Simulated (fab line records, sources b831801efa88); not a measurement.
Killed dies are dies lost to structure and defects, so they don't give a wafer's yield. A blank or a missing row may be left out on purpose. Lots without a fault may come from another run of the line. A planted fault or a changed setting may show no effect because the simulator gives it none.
Which tool did it? | flow sky130 | 14 lots, 42 wafers sampled, at 5 steps of a route of 708

WHAT THE GAUGES READ, wafer by wafer
The record holds no reading of a measuring or inspecting step that can be judged against a usual standard deviation.

WHICH TOOL RAN EACH LOT (tool, then ch and the chambers of the sampled wafers, then the start)
lot  | SKY_METAL2_SPUTTER_00        | SKY_VIA2_CMP_24               | SKY_METAL4_CLEAN_22             | SKY_METAL5_SPUTTER_01        | SKY_PAD_OPEN_PROBE_99
L953 | pvd_sputter-04, day 34 14:58 | cmp-02 ch 0,2,3, day 36 22:02 | wet_bench-02 ch 0, day 42 07:23 | pvd_sputter-03, day 43 08:10 | -
L954 | pvd_sputter-02, day 34 16:49 | cmp-02 ch 0,1,2, day 37 00:17 | wet_bench-02 ch 2, day 42 10:19 | pvd_sputter-02, day 43 12:22 | -
L956 | pvd_sputter-04, day 35 14:35 | cmp-02 ch 0,3, day 37 21:52   | wet_bench-04 ch 0, day 43 04:59 | pvd_sputter-02, day 44 05:37 | -
L955 | pvd_sputter-03, day 35 15:26 | cmp-02 ch 0,2,3, day 37 23:19 | wet_bench-02 ch 1, day 43 07:08 | pvd_sputter-04, day 44 07:43 | -
L957 | pvd_sputter-02, day 35 20:31 | cmp-01 ch 2,3, day 38 03:14   | wet_bench-01 ch 1, day 43 08:53 | pvd_sputter-02, day 44 09:12 | -
L958 | pvd_sputter-03, day 35 20:52 | cmp-02 ch 0,3, day 38 03:54   | wet_bench-02 ch 0, day 43 10:26 | pvd_sputter-04, day 44 11:08 | -
L961 | pvd_sputter-02, day 36 19:49 | cmp-02 ch 1,2,3, day 39 02:44 | wet_bench-02 ch 1, day 44 06:41 | pvd_sputter-02, day 45 06:19 | -
L963 | pvd_sputter-03, day 37 14:47 | cmp-01 ch 0,1,3, day 39 20:10 | wet_bench-02 ch 3, day 44 23:10 | pvd_sputter-04, day 45 22:40 | -
L966 | pvd_sputter-03, day 38 09:04 | cmp-01 ch 1,2,3, day 40 12:58 | wet_bench-01 ch 0, day 45 13:29 | pvd_sputter-04, day 46 12:13 | -
L968 | pvd_sputter-02, day 38 21:37 | cmp-02 ch 2,3, day 41 01:41   | wet_bench-02 ch 1, day 46 00:31 | pvd_sputter-04, day 46 23:25 | -
L972 | pvd_sputter-03, day 40 02:28 | cmp-01 ch 0,1,2, day 42 05:14 | wet_bench-02 ch 1, day 46 23:11 | pvd_sputter-03, day 47 20:55 | prober-02, day 50 06:28
L973 | pvd_sputter-02, day 40 03:38 | cmp-02 ch 1,2, day 42 06:51   | wet_bench-02 ch 3, day 47 02:19 | pvd_sputter-03, day 48 00:04 | prober-01, day 50 09:09
L975 | pvd_sputter-02, day 40 23:56 | cmp-01 ch 2,3, day 43 02:07   | wet_bench-01 ch 2, day 47 18:05 | pvd_sputter-02, day 48 15:22 | -
L976 | pvd_sputter-02, day 41 05:11 | cmp-01 ch 1,2, day 43 06:21   | wet_bench-04 ch 1, day 47 22:13 | pvd_sputter-04, day 48 19:07 | -
- SKY_METAL2_SPUTTER_00: material Ti, target thk 15 nm, time 10 s.
- SKY_VIA2_CMP_24: polishes, stops on SiO2, t overpolish 20 s, target thk 0 nm.
- SKY_METAL4_CLEAN_22: cleans in O3/DIW.
- SKY_METAL5_SPUTTER_01: material TiN, target thk 20 nm, time 16.7 s.
- SKY_PAD_OPEN_PROBE_99

WHAT THE TOOLS THEMSELVES READ (means of the sampled wafers that have a number; where no wafer has one, the mark that the record gives instead)
SKY_METAL2_SPUTTER_00. Usual: throttle_valve_pct 30.5 %, standard deviation 1.
lot  | tool           | throttle_valve_pct (%) | flag
L953 | pvd_sputter-04 | 31.1                   |
L954 | pvd_sputter-02 | 29.5                   |
L956 | pvd_sputter-04 | 31.5                   |
L955 | pvd_sputter-03 | 30.0                   |
L957 | pvd_sputter-02 | 30.5                   |
L958 | pvd_sputter-03 | 30.4                   |
L961 | pvd_sputter-02 | 30.2                   |
L963 | pvd_sputter-03 | 31.2                   |
L966 | pvd_sputter-03 | 30.3                   |
L968 | pvd_sputter-02 | 30.2                   |
L972 | pvd_sputter-03 | 31.2                   |
L973 | pvd_sputter-02 | 30.3                   |
L975 | pvd_sputter-02 | 29.8                   |
L976 | pvd_sputter-02 | 29.9                   |

SKY_VIA2_CMP_24. Usual: motor_current_A 10.7 A, standard deviation 1.1; overpolish_run_s 19.999 s, standard deviation 0.0091; platen_rpm 60.00 rpm, standard deviation 0.044; time_to_endpoint_s 99 s, standard deviation 4.4.
lot  | tool   | motor_current_A (A) | overpolish_run_s (s) | platen_rpm (rpm) | time_to_endpoint_s (s) | flag
L953 | cmp-02 | 10.3                | 19.994               | 59.98            | 94                     |
L954 | cmp-02 | 10.7                | 19.998               | 60.02            | 95                     |
L956 | cmp-02 | 10.0                | 19.994               | 60.02            | 98                     |
L955 | cmp-02 | 10.6                | 19.996               | 60.04            | 96                     |
L957 | cmp-01 | 12.0                | 20.004               | 60.03            | 104                    |
L958 | cmp-02 | 9.7                 | 20.001               | 60.00            | 95                     |
L961 | cmp-02 | 10.6                | 20.002               | 60.00            | 96                     |
L963 | cmp-01 | 10.7                | 19.988               | 59.99            | 104                    |
L966 | cmp-01 | 11.6                | 19.999               | 60.02            | 101                    |
L968 | cmp-02 | 11.6                | 20.001               | 59.97            | 100                    |
L972 | cmp-01 | 10.8                | 19.993               | 60.04            | 97                     |
L973 | cmp-02 | 10.5                | 20.002               | 60.02            | 101                    |
L975 | cmp-01 | 11.9                | 19.991               | 60.06            | 103                    |
L976 | cmp-01 | 11.9                | 20.003               | 60.00            | 92                     |

SKY_METAL5_SPUTTER_01. Usual: throttle_valve_pct 30.6 %, standard deviation 1.1.
lot  | tool           | throttle_valve_pct (%) | flag
L953 | pvd_sputter-03 | 30.7                   |
L954 | pvd_sputter-02 | 30.0                   |
L956 | pvd_sputter-02 | 30.2                   |
L955 | pvd_sputter-04 | 30.6                   |
L957 | pvd_sputter-02 | 30.4                   |
L958 | pvd_sputter-04 | 31.4                   |
L961 | pvd_sputter-02 | 30.3                   |
L963 | pvd_sputter-04 | 31.4                   |
L966 | pvd_sputter-04 | 31.2                   |
L968 | pvd_sputter-04 | 30.8                   |
L972 | pvd_sputter-03 | 30.2                   |
L973 | pvd_sputter-03 | 30.3                   |
L975 | pvd_sputter-02 | 29.9                   |
L976 | pvd_sputter-04 | 31.3                   |

SKY_PAD_OPEN_PROBE_99. Usual: killed_at_M0_to_M3 44, standard deviation 7.3; killed_at_M4_up 3.4, standard deviation 1.8; killed_at_contacts 24, standard deviation 5.8; killed_at_front_end 15, standard deviation 4.9; killed_at_other 0.4, standard deviation 0.63; killed_dies 86, standard deviation 11; killed_open 47, standard deviation 8; killed_short 39, standard deviation 6.5.
lot  | tool      | killed_at_M0_to_M3 | killed_at_M4_up | killed_at_contacts | killed_at_front_end | killed_at_other | killed_dies | killed_open | killed_short | flag
L972 | prober-02 | 44                 | 41.3            | 18                 | 15                  | 0.0             | 118         | 44          | 36           | OFF
L973 | prober-01 | 49                 | 47.7            | 20                 | 12                  | 1.0             | 130         | 43          | 42           | OFF

THE ANSWER, worked out from the rows above alone
Rule: a lot is off if the mean of its wafers that have a number lies more than 3 standard deviations from the usual mean. A lot without any number at a reading at which 4 lots or more have one is off too. The other lots that the step has rows for count as sound. The gauges are gone through in route order, then the tools' own readings, and for those a lot's mean is taken as printed above. The first step at which some lot is off is used, and at that step the reading that is off furthest; a lot without a number counts as furthest.
Off: L972, L973, at SKY_PAD_OPEN_PROBE_99 (killed_at_M4_up). Neither off nor sound, because the step has no rows for them: L953, L954, L956, L955, L957, L958, L961, L963, L966, L968, L975, L976.
A tool fits if, at that step or a process step before it, it ran every lot that is off, and no sound lot after the first of them. Can't be told from this: 2 tools fit, wet_bench-02 at SKY_METAL4_CLEAN_22, pvd_sputter-03 at SKY_METAL5_SPUTTER_01.

WHAT THE SIMULATOR HAD PUT IN
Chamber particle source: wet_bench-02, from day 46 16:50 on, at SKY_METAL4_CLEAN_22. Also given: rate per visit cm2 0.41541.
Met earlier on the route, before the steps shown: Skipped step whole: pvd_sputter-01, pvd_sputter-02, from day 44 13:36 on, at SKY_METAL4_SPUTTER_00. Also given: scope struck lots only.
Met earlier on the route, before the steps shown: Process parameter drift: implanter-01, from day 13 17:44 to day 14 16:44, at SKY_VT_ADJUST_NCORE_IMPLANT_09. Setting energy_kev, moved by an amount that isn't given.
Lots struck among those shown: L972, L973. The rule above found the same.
